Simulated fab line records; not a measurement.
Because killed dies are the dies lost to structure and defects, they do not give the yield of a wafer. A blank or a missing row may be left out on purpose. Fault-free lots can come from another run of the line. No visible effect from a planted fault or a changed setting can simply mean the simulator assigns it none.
fab line records	flow sky130	part 1 of 2: steps 1 to 27 of 34
record lots=5	wafers=15	lastDay=50
route steps=708 shown CONTACT@421 METAL1@434
lots that met no fault: from a run of the same line without faults
startH: hours from the record's first day to the start of the lot's first wafer shown	waitH: hours elapsed since this lot's preceding step	" as in the row above	L1.1+2: a single row standing in for several wafers	- value missing, or start not given	* or withheld: withheld	< > ~ a bound
route shown NAME@n: names a module that has steps shown in the file, with the first one's number in the route	usual: average and standard deviation across the fault-free wafers	same: alike in all rows	chamber/n: place in a boat	sites: readings site by site	_std_site: their standard deviation	_edge_site: outer sites' mean less inner sites'	radiusMm: for every site, how far away it sits from the centre of the wafer	mask NAME#n: copy n	behind: tool/chamber where the wafer was last shaped	hold: reason for holding the lot/hours on hold/outcome of the hold	device: names the non-switching transistor (n, p or np)	end of line: tests of these same wafers at the route's end	step lacking rows: just its recipe	killed: at the first sort, the dies lost to defects and structure; wafer yield is something else	map: a wafer's dies, x killed, . not, _ none there
set.NAME: setting as actually run; set.NAME@STEP: the setting as run at that earlier step	model.NAME: the simulator's own value behind a step, which no gauge read
a table for each step, a row for each wafer; lots at some steps of the route
services: from which hour (startH, from the record's first day; less than 0 if before it) a tool's chamber was out of use, for how many hours, and why
## steps
# step SKY_CONTACT_OVL_MEAS_15
# usual CONTACT_OVL=-4/4.8
lot.wafer	tool	chamber	startH	waitH	CONTACT_OVL[nm]
L075.2	overlay-01	-	749.71	0.1	1
L075.4	"	-	"	"	8
L075.6	"	-	"	"	-1
L076.1	overlay-02	-	757.01	0.1	3
L076.2	"	-	"	"	0
L076.5	"	-	"	"	4
L081.1	overlay-02	-	796.96	0.1	-1
L081.3	"	-	"	"	-5
L081.4	"	-	"	"	-5
L090.1	overlay-01	-	861.31	0.1	0
L090.2	"	-	"	"	-7
L090.4	"	-	"	"	-11
L095.3	overlay-01	-	891.26	0.1	-3
L095.4	"	-	"	"	-3
L095.6	"	-	"	"	-3
# step SKY_CONTACT_ETCH_16
# recipe chemistry=N2/H2	target=BARC	ionEnergyEv=200	sourceW=500	biasW=100	pressureMtorr=30	n2FlowSccm=100	h2FlowSccm=200	stopOn=SiO2	timeS=45.9	targetDepthA=600
# usual drypumpMotorCurrentA=5.6/0.41	oesProductAu=0.855/0.005	throttleValvePct=13.225/0.0084
lot.wafer	tool	chamber	startH	waitH	drypumpMotorCurrentA	oesProductAu	rfHoursCounterH	throttleValvePct
L075.2	rieDiel-02	0	749.74	0.0	6.5	0.858	27	13.232
L075.4	"	3	"	"	5.6	0.856	27	13.229
L075.6	"	1	"	"	5.4	0.858	-	13.231
L076.1	rieDiel-02	0	757.04	0.0	6.5	0.850	28	13.222
L076.2	"	1	"	"	5.4	0.856	12	13.227
L076.5	"	2	"	"	5.8	0.853	-	13.227
L081.1	rieDiel-01	0	796.99	0.0	5.0	0.845	14	13.216
L081.3	"	2	"	"	5.8	0.857	3	13.212
L081.4	"	1	"	"	5.2	0.862	20	13.219
L090.1	rieDiel-04	1	861.34	0.0	5.9	0.861	24	13.229
L090.2	"	3	"	"	5.1	0.857	2	13.222
L090.4	"	0	"	"	5.9	0.858	15	13.221
L095.3	rieDiel-01	3	891.28	0.0	5.1	0.858	8	13.220
L095.4	"	1	"	"	5.2	0.856	23	13.229
L095.6	"	3	"	"	5.0	0.847	-	13.225
# step SKY_CONTACT_ETCH_17
# recipe target=SiO2	chemistry=C4F8/O2/Ar	stopOn=Si3N4	maskMaterial=KrF-thick	sourceW=1500	biasW=1200	pressureMtorr=40	c4f8FlowSccm=withheld	O2_flow_sccm=6	Ar_flow_sccm=300	timeS=withheld	targetDepthA=3400
# usual oesProductAu=0.891/0.0049
lot.wafer	tool	chamber	startH	waitH	oesProductAu
L075.2	rieDiel-02	0	749.79	0.0	0.892
L075.4	"	3	"	"	0.889
L075.6	"	1	"	"	0.892
L076.1	rieDiel-02	0	757.09	0.0	0.890
L076.2	"	1	"	"	0.886
L076.5	"	2	"	"	0.887
L081.1	rieDiel-01	0	797.04	0.0	0.891
L081.3	"	2	"	"	0.889
L081.4	"	1	"	"	0.894
L090.1	rieDiel-04	1	861.39	0.0	0.885
L090.2	"	3	"	"	0.897
L090.4	"	0	"	"	0.893
L095.3	rieDiel-01	3	891.32	0.0	0.892
L095.4	"	1	"	"	0.888
L095.6	"	3	"	"	0.887
# step SKY_CONTACT_ETCH_18
# recipe target=Si3N4	chemistry=CHF3/O2	stopOn=TiN	sourceW=600	biasW=200	pressureMtorr=40	chf3FlowSccm=50	O2_flow_sccm=5	timeS=39	targetDepthA=750
# usual chf3FlowSccm=50.03/0.16	drypumpMotorCurrentA=5.6/0.41	oesProductAu=0.855/0.0086	throttleValvePct=8.794/0.0097
lot.wafer	tool	chamber	startH	waitH	chf3FlowSccm	drypumpMotorCurrentA	oesProductAu	rfHoursCounterH	throttleValvePct
L075.2	rieDiel-02	0	-	-	49.74	6.5	0.856	27	8.793
L075.4	"	3	"	"	49.82	5.6	0.855	27	8.799
L075.6	"	1	"	"	50.26	5.4	0.855	-	8.786
L076.1	rieDiel-02	0	-	-	49.95	6.5	0.852	28	8.784
L076.2	"	1	"	"	50.31	5.4	0.840	12	8.802
L076.5	"	2	"	"	50.24	5.8	0.866	-	8.797
L081.1	rieDiel-01	0	-	-	50.02	4.9	0.854	14	8.791
L081.3	"	2	"	"	49.99	5.7	0.848	3	8.803
L081.4	"	1	"	"	49.76	5.2	0.862	20	8.804
L090.1	rieDiel-04	1	-	-	50.11	5.9	0.835	24	8.766
L090.2	"	3	"	"	49.84	5.1	0.845	2	8.776
L090.4	"	0	"	"	50.20	5.9	0.864	15	8.779
L095.3	rieDiel-01	3	-	-	49.95	5.0	0.851	8	8.783
L095.4	"	1	"	"	49.93	5.2	0.854	23	8.784
L095.6	"	3	"	"	49.94	5.0	0.855	-	8.780
# step SKY_CONTACT_STRIP_19
# recipe chemistry=O2/N2	powerW=1400	pressureMtorr=1500	platenTempC=withheld	o2FlowSccm=3000	n2FlowSccm=300	overashFraction=0.5
# usual drypumpMotorCurrentA=5.73/0.24	o2FlowSccm=2999/9.4	oesProductAu=0.381/0.0046	stripTimeToEndpointS=3.616/0.026
lot.wafer	tool	chamber	startH	waitH	drypumpMotorCurrentA	o2FlowSccm	oesProductAu	rfHoursCounterH	stripTimeToEndpointS
L075.2	plasmaAsher-01	1	749.88	-	6.02	3000	0.386	33	3.597
L075.4	"	0	"	"	5.44	2999	0.385	-	3.624
L075.6	"	1	"	"	6.01	2998	0.379	-	3.608
L076.1	plasmaAsher-01	0	757.18	-	5.46	3009	0.386	34	3.595
L076.2	"	1	"	"	6.00	3001	0.375	34	3.606
L076.5	"	0	"	"	5.45	3000	0.378	-	3.617
L081.1	plasmaAsher-01	1	797.13	-	6.00	2993	0.378	37	3.638
L081.3	"	0	"	"	5.42	2993	0.378	-	3.603
L081.4	"	1	"	"	6.00	2999	0.368	-	3.621
L090.1	plasmaAsher-01	0	861.48	-	5.44	3014	0.384	44	3.652
L090.2	"	1	"	"	5.99	3009	0.374	44	3.621
L090.4	"	1	"	"	5.97	3009	0.379	-	3.640
L095.3	plasmaAsher-01	0	891.44	-	5.47	3002	0.394	-	3.593
L095.4	"	1	"	"	6.01	2976	0.385	-	3.576
L095.6	"	0	"	"	5.48	2993	0.380	-	3.594
# step SKY_CONTACT_STRIP_20
# recipe chemistry=postEtchResidueRemover	timeS=1200	tempC=72.5
lot.wafer	tool	chamber	startH	waitH
L075.2+4+6	wetBench-02	2	749.98	0.1
L076.1+2+5	wetBench-04	1	757.28	0.1
L081.1+3+4	wetBench-03	3	797.23	0.1
L090.1+2+4	wetBench-03	2	861.58	0.1
L095.3+4+6	wetBench-04	2	891.51	0.0
# step SKY_CONTACT_CLEAN_21
# recipe chemistry=IPA	timeS=180	tempC=25
lot.wafer	tool	chamber	startH	waitH
L075.2+4+6	wetBench-03	1	750.35	0.0
L076.1+2+5	wetBench-04	0	757.65	0.0
L081.1+3+4	wetBench-03	1	797.91	0.3
L090.1+2+4	wetBench-04	2	861.92	0.0
L095.3+4+6	wetBench-02	0	891.88	0.0
# step SKY_CONTACT_CLEAN_22
# recipe chemistry=O3/DIW	dry=n2Spin
lot.wafer	tool	chamber	startH	waitH
L075.2+4+6	wetBench-02	2	750.41	0.0
L076.1+2+5	wetBench-04	3	757.71	0.0
L081.1+3+4	wetBench-02	2	798.02	0.1
L090.1+2+4	wetBench-02	1	861.98	0.0
L095.3+4+6	wetBench-04	2	891.94	0.0
# step SKY_CONTACT_SPUTTER_23
# recipe material=TiN	targetThkNm=20	chamberPressurePa=5	powerW=4000	timeS=80
# usual throttleValvePct=29.5/0.74
lot.wafer	tool	chamber	startH	waitH	throttleValvePct
L075.2	pvdSputter-01	-	750.51	0.0	30.0
L075.4	"	-	"	"	29.1
L075.6	"	-	"	"	28.9
L076.1	pvdSputter-04	-	757.80	0.0	28.9
L076.2	"	-	"	"	30.3
L076.5	"	-	"	"	29.3
L081.1	pvdSputter-01	-	798.12	0.0	30.0
L081.3	"	-	"	"	29.2
L081.4	"	-	"	"	29.1
L090.1	pvdSputter-01	-	862.16	0.0	29.1
L090.2	"	-	"	"	30.0
L090.4	"	-	"	"	29.2
L095.3	pvdSputter-04	-	892.04	0.0	28.2
L095.4	"	-	"	"	28.9
L095.6	"	-	"	"	29.1
# step SKY_CONTACT_CVD_24
# recipe material=W	targetThkNm=340	timeS=102.12	tempC=400	pressureTorr=40
# usual heaterPowerOuterW=504/45	heaterPowerW=856/88
lot.wafer	tool	chamber	startH	waitH	heaterPowerOuterW	heaterPowerW
L075.2	cvdW-02	1	750.57	0.0	564	960
L075.4	"	1	"	"	569	960
L075.6	"	1	"	"	556	976
L076.1	cvdW-02	1	757.86	0.0	584	982
L076.2	"	0	"	"	458	730
L076.5	"	0	"	"	453	752
L081.1	cvdW-01	1	798.19	0.0	516	888
L081.3	"	1	"	"	503	870
L081.4	"	0	"	"	475	806
L090.1	cvdW-02	1	862.22	0.0	563	981
L090.2	"	0	"	"	451	749
L090.4	"	0	"	"	450	742
L095.3	cvdW-01	0	892.14	0.1	485	824
L095.4	"	1	"	"	511	905
L095.6	"	1	"	"	526	848
# step SKY_CONTACT_RS_MEAS_25
# recipe thkMeasGauge=four-point-probe	reads=W_of_CONTACT_CVD_24+TiN_of_CONTACT_SPUTTER_23
# usual CONTACT_W_RS=0.338/0.0061
lot.wafer	tool	chamber	startH	waitH	CONTACT_W_RS[ohm/sq]
L075.2	filmMetro-01	-	750.70	0.1	0.338
L075.4	"	-	"	"	0.340
L075.6	"	-	"	"	0.342
L076.1	filmMetro-02	-	757.97	0.1	0.344
L076.2	"	-	"	"	0.346
L076.5	"	-	"	"	0.339
L081.1	filmMetro-02	-	798.30	0.1	0.343
L081.3	"	-	"	"	0.340
L081.4	"	-	"	"	0.330
L090.1	filmMetro-02	-	862.33	0.1	0.347
L090.2	"	-	"	"	0.345
L090.4	"	-	"	"	0.345
L095.3	filmMetro-01	-	892.25	0.1	0.325
L095.4	"	-	"	"	0.337
L095.6	"	-	"	"	0.336
# step SKY_CONTACT_THK_MEAS_26
# recipe thkMeasGauge=xrf	reads=W_of_CONTACT_CVD_24
# usual CONTACT_W_THK=333/6.6
lot.wafer	tool	chamber	startH	waitH	CONTACT_W_THK[nm]
L075.2	filmMetro-01	-	750.81	0.1	333
L075.4	"	-	"	"	333
L075.6	"	-	"	"	332
L076.1	filmMetro-02	-	758.09	0.1	328
L076.2	"	-	"	"	326
L076.5	"	-	"	"	328
L081.1	filmMetro-02	-	798.42	0.1	329
L081.3	"	-	"	"	331
L081.4	"	-	"	"	338
L090.1	filmMetro-02	-	862.45	0.1	321
L090.2	"	-	"	"	325
L090.4	"	-	"	"	325
L095.3	filmMetro-01	-	892.35	0.1	348
L095.4	"	-	"	"	338
L095.6	"	-	"	"	338
# step SKY_CONTACT_CMP_27
# recipe stopOn=SiO2	tOverpolishS=15	downForcePsi=3.5	platenRpm=60	targetThkNm=0	padVelocityMS=0.94248
# usual motorCurrentA=10.3/0.66	overpolishRunS=14.999/0.0085	platenRpm=60.00/0.038	slurryFilterDpKPa=13.51/0.13	timeToEndpointS=80/4.1
lot.wafer	tool	chamber	startH	waitH	motorCurrentA	overpolishRunS	platenRpm	slurryFilterDpKPa	timeToEndpointS
L075.4	cmp-02	0	750.91	0.1	9.8	14.993	60.03	13.76	84
L075.2	"	1	"	"	10.4	14.992	60.03	13.52	79
L075.6	"	3	"	"	9.3	15.007	60.07	13.42	80
L076.2	cmp-01	0	758.15	0.0	9.9	14.994	59.98	13.26	76
L076.1	"	3	"	"	11.3	15.016	60.00	13.64	77
L076.5	"	1	"	"	10.8	14.997	60.01	13.52	77
L081.1	cmp-02	1	798.53	0.1	9.9	14.987	59.94	13.53	75
L081.3	"	2	"	"	10.2	14.998	60.01	13.34	84
L081.4	"	3	"	"	9.2	15.009	59.99	13.37	83
L090.4	cmp-02	0	862.51	0.0	9.9	15.010	59.98	13.46	80
L090.2	"	2	"	"	10.1	15.004	60.04	13.55	79
L090.1	"	3	"	"	9.6	15.012	60.01	13.53	78
L095.4	cmp-01	0	892.39	0.0	9.7	14.997	60.06	13.53	83
L095.3	"	1	"	"	10.7	15.004	60.04	13.49	85
L095.6	"	1	"	"	11.4	15.006	60.01	13.52	82
# step SKY_METAL1_SPUTTER_00
# recipe material=Ti	targetThkNm=15	powerW=3000	timeS=10	chamberPressurePa=0.4
# usual throttleValvePct=29.7/0.74
lot.wafer	tool	chamber	startH	waitH	throttleValvePct
L075.2	pvdSputter-02	-	751.16	0.1	29.7
L075.4	"	-	"	"	30.1
L075.6	"	-	"	"	30.8
L076.1	pvdSputter-01	-	758.45	0.1	29.1
L076.2	"	-	"	"	28.9
L076.5	"	-	"	"	29.0
L081.1	pvdSputter-02	-	798.78	0.2	30.8
L081.3	"	-	"	"	29.8
L081.4	"	-	"	"	30.7
L090.1	pvdSputter-02	-	862.81	0.1	31.0
L090.2	"	-	"	"	29.3
L090.4	"	-	"	"	30.8
L095.3	pvdSputter-01	-	892.69	0.2	29.1
L095.4	"	-	"	"	28.9
L095.6	"	-	"	"	30.3
# step SKY_METAL1_SPUTTER_01
# recipe material=TiN	targetThkNm=20	powerW=6500	timeS=16.7	chamberPressurePa=0.4
# usual throttleValvePct=29.7/0.75
lot.wafer	tool	chamber	startH	waitH	throttleValvePct
L075.2	pvdSputter-02	-	751.19	0.0	29.5
L075.4	"	-	"	"	30.2
L075.6	"	-	"	"	31.3
L076.1	pvdSputter-01	-	758.47	0.0	29.0
L076.2	"	-	"	"	29.0
L076.5	"	-	"	"	29.0
L081.1	pvdSputter-02	-	798.80	0.0	31.0
L081.3	"	-	"	"	29.3
L081.4	"	-	"	"	30.4
L090.1	pvdSputter-02	-	862.83	0.0	31.1
L090.2	"	-	"	"	29.1
L090.4	"	-	"	"	30.5
L095.3	pvdSputter-01	-	892.72	0.0	29.2
L095.4	"	-	"	"	28.9
L095.6	"	-	"	"	30.2
# step SKY_METAL1_SPUTTER_02
# recipe material=AlCu	targetThkNm=250	powerW=10600	timeS=13.3	chamberPressurePa=0.4
# usual throttleValvePct=29.7/0.73
lot.wafer	tool	chamber	startH	waitH	throttleValvePct
L075.2	pvdSputter-02	-	751.21	0.0	29.7
L075.4	"	-	"	"	30.1
L075.6	"	-	"	"	30.8
L076.1	pvdSputter-01	-	758.50	0.0	29.1
L076.2	"	-	"	"	28.9
L076.5	"	-	"	"	29.2
L081.1	pvdSputter-02	-	798.82	0.0	30.9
L081.3	"	-	"	"	29.4
L081.4	"	-	"	"	30.3
L090.1	pvdSputter-02	-	862.86	0.0	30.9
L090.2	"	-	"	"	29.3
L090.4	"	-	"	"	30.2
L095.3	pvdSputter-01	-	892.74	0.0	29.1
L095.4	"	-	"	"	29.2
L095.6	"	-	"	"	30.2
# step SKY_METAL1_SPUTTER_03
# recipe material=Ti	targetThkNm=5	powerW=3000	timeS=3.3	chamberPressurePa=0.4
# usual throttleValvePct=29.7/0.75
lot.wafer	tool	chamber	startH	waitH	throttleValvePct
L075.2	pvdSputter-02	-	751.24	0.0	29.4
L075.4	"	-	"	"	30.2
L075.6	"	-	"	"	30.7
L076.1	pvdSputter-01	-	758.52	0.0	29.1
L076.2	"	-	"	"	28.8
L076.5	"	-	"	"	28.9
L081.1	pvdSputter-02	-	798.85	0.0	30.9
L081.3	"	-	"	"	29.4
L081.4	"	-	"	"	30.3
L090.1	pvdSputter-02	-	862.88	0.0	30.9
L090.2	"	-	"	"	29.3
L090.4	"	-	"	"	30.4
L095.3	pvdSputter-01	-	892.77	0.0	29.0
L095.4	"	-	"	"	29.1
L095.6	"	-	"	"	30.1
# step SKY_METAL1_SPUTTER_04
# recipe material=TiN	targetThkNm=70	powerW=6500	timeS=58.3	chamberPressurePa=0.4
# usual throttleValvePct=29.8/0.73
lot.wafer	tool	chamber	startH	waitH	throttleValvePct
L075.2	pvdSputter-02	-	751.25	0.0	29.4
L075.4	"	-	"	"	29.8
L075.6	"	-	"	"	31.1
L076.1	pvdSputter-01	-	758.54	0.0	29.1
L076.2	"	-	"	"	29.2
L076.5	"	-	"	"	29.0
L081.1	pvdSputter-02	-	798.87	0.0	30.7
L081.3	"	-	"	"	29.5
L081.4	"	-	"	"	30.4
L090.1	pvdSputter-02	-	862.90	0.0	30.9
L090.2	"	-	"	"	29.7
L090.4	"	-	"	"	30.5
L095.3	pvdSputter-01	-	892.78	0.0	29.0
L095.4	"	-	"	"	29.3
L095.6	"	-	"	"	30.5
# step SKY_METAL1_RS_MEAS_05
# recipe thkMeasGauge=four-point-probe	reads=TiN_of_METAL1_SPUTTER_04+Ti_of_METAL1_SPUTTER_03+AlCu_of_METAL1_SPUTTER_02+TiN_of_METAL1_SPUTTER_01+Ti_of_METAL1_SPUTTER_00
# usual METAL1_ALCU_RS=0.1274/0.0014
lot.wafer	tool	chamber	startH	waitH	METAL1_ALCU_RS[ohm/sq]
L075.2	filmMetro-02	-	751.32	0.0	0.1265
L075.4	"	-	"	"	0.1276
L075.6	"	-	"	"	0.1283
L076.1	filmMetro-04	-	758.59	0.0	0.1272
L076.2	"	-	"	"	0.1271
L076.5	"	-	"	"	0.1265
L081.1	filmMetro-02	-	798.92	0.0	0.1282
L081.3	"	-	"	"	0.1266
L081.4	"	-	"	"	0.1264
L090.1	filmMetro-02	-	862.95	0.0	0.1285
L090.2	"	-	"	"	0.1274
L090.4	"	-	"	"	0.1297
L095.3	filmMetro-03	-	892.87	0.1	0.1267
L095.4	"	-	"	"	0.1289
L095.6	"	-	"	"	0.1280
# step SKY_METAL1_THK_MEAS_06
# recipe thkMeasGauge=xrf	reads=AlCu_of_METAL1_SPUTTER_02
# usual METAL1_ALCU_THK=249/3.1
lot.wafer	tool	chamber	startH	waitH	METAL1_ALCU_THK[nm]
L075.2	filmMetro-02	-	751.43	0.1	251
L075.4	"	-	"	"	249
L075.6	"	-	"	"	249
L076.1	filmMetro-04	-	758.71	0.1	247
L076.2	"	-	"	"	248
L076.5	"	-	"	"	250
L081.1	filmMetro-02	-	799.04	0.1	245
L081.3	"	-	"	"	251
L081.4	"	-	"	"	252
L090.1	filmMetro-02	-	863.07	0.1	248
L090.2	"	-	"	"	249
L090.4	"	-	"	"	247
L095.3	filmMetro-03	-	892.97	0.1	251
L095.4	"	-	"	"	246
L095.6	"	-	"	"	249
# step SKY_METAL1_DEHYDRATE_07
# recipe tempC=200	timeS=60
lot.wafer	tool	chamber	startH	waitH
L075.2+4+6	lithoTrack-03	0	764.70	13.3
L076.1+2+5	lithoTrack-02	0	771.72	13.0
L081.1+3+4	lithoTrack-04	0	811.34	12.3
L090.1+2+4	lithoTrack-02	0	875.62	12.5
L095.3+4+6	lithoTrack-03	0	904.77	11.8
# step SKY_METAL1_HMDS_08
# recipe primeTimeS=60	primeTempC=120
# usual primeTempC=120.01/0.14
lot.wafer	tool	chamber	startH	waitH	primeTempC
L075.2	lithoTrack-03	0	764.85	0.1	120.00
L075.4	"	0	"	"	119.99
L075.6	"	0	"	"	119.96
L076.1	lithoTrack-02	0	771.87	0.1	120.17
L076.2	"	0	"	"	120.13
L076.5	"	0	"	"	119.93
L081.1	lithoTrack-04	0	811.49	0.1	119.96
L081.3	"	0	"	"	119.94
L081.4	"	0	"	"	120.00
L090.1	lithoTrack-02	0	875.77	0.1	120.01
L090.2	"	0	"	"	120.01
L090.4	"	0	"	"	119.86
L095.3	lithoTrack-03	0	904.92	0.1	120.04
L095.4	"	0	"	"	120.03
L095.6	"	0	"	"	119.99
# step SKY_METAL1_COAT_09
# recipe resist=BARC	tempC=withheld	timeS=withheld	spinRpm=3000	resistThkNm=60
lot.wafer	tool	chamber	startH	waitH
L075.2+4+6	lithoTrack-03	0	765.00	0.1
L076.1+2+5	lithoTrack-02	0	772.02	0.1
L081.1+3+4	lithoTrack-04	0	811.64	0.1
L090.1+2+4	lithoTrack-02	0	875.92	0.1
L095.3+4+6	lithoTrack-03	0	905.07	0.1
# step SKY_METAL1_COAT_10
# recipe resist=KrF-thick	spinRpm=3000	resistThkNm=450
lot.wafer	tool	chamber	startH	waitH
L075.2+4+6	lithoTrack-03	0	-	-
L076.1+2+5	lithoTrack-02	0	-	-
L081.1+3+4	lithoTrack-04	0	-	-
L090.1+2+4	lithoTrack-02	0	-	-
L095.3+4+6	lithoTrack-03	0	-	-
# step SKY_METAL1_SOFTBAKE_11
# recipe tempC=100	timeS=90	resist=KrF-thick
lot.wafer	tool	chamber	startH	waitH
L075.2+4+6	lithoTrack-03	0	-	-
L076.1+2+5	lithoTrack-02	0	-	-
L081.1+3+4	lithoTrack-04	0	-	-
L090.1+2+4	lithoTrack-02	0	-	-
L095.3+4+6	lithoTrack-03	0	-	-
# step SKY_METAL1_EXPOSE_12
# recipe maskId=MM1	na=0.8	sourceShape=annular	sigmaInner=0.55	sigmaOuter=0.85	targetCdNm=140	doseMj=28
lot.wafer	tool	chamber	startH	waitH	mask
L075.2+4+6	krfScanner-02	0	-	-	MM1#0
L076.1+2+5	krfScanner-01	0	-	-	MM1#0
L081.1+3+4	krfScanner-02	0	-	-	MM1#0
L090.1+2+4	krfScanner-02	0	-	-	MM1#0
L095.3+4+6	krfScanner-02	0	-	-	MM1#0
# step SKY_METAL1_PEB_13
# recipe pebTempC=withheld	pebTimeS=withheld	resist=KrF-thick
lot.wafer	tool	chamber	startH	waitH
L075.2+4+6	lithoTrack-04	0	-	-
L076.1+2+5	lithoTrack-02	0	-	-
L081.1+3+4	lithoTrack-02	0	-	-
L090.1+2+4	lithoTrack-04	0	-	-
L095.3+4+6	lithoTrack-03	0	-	-
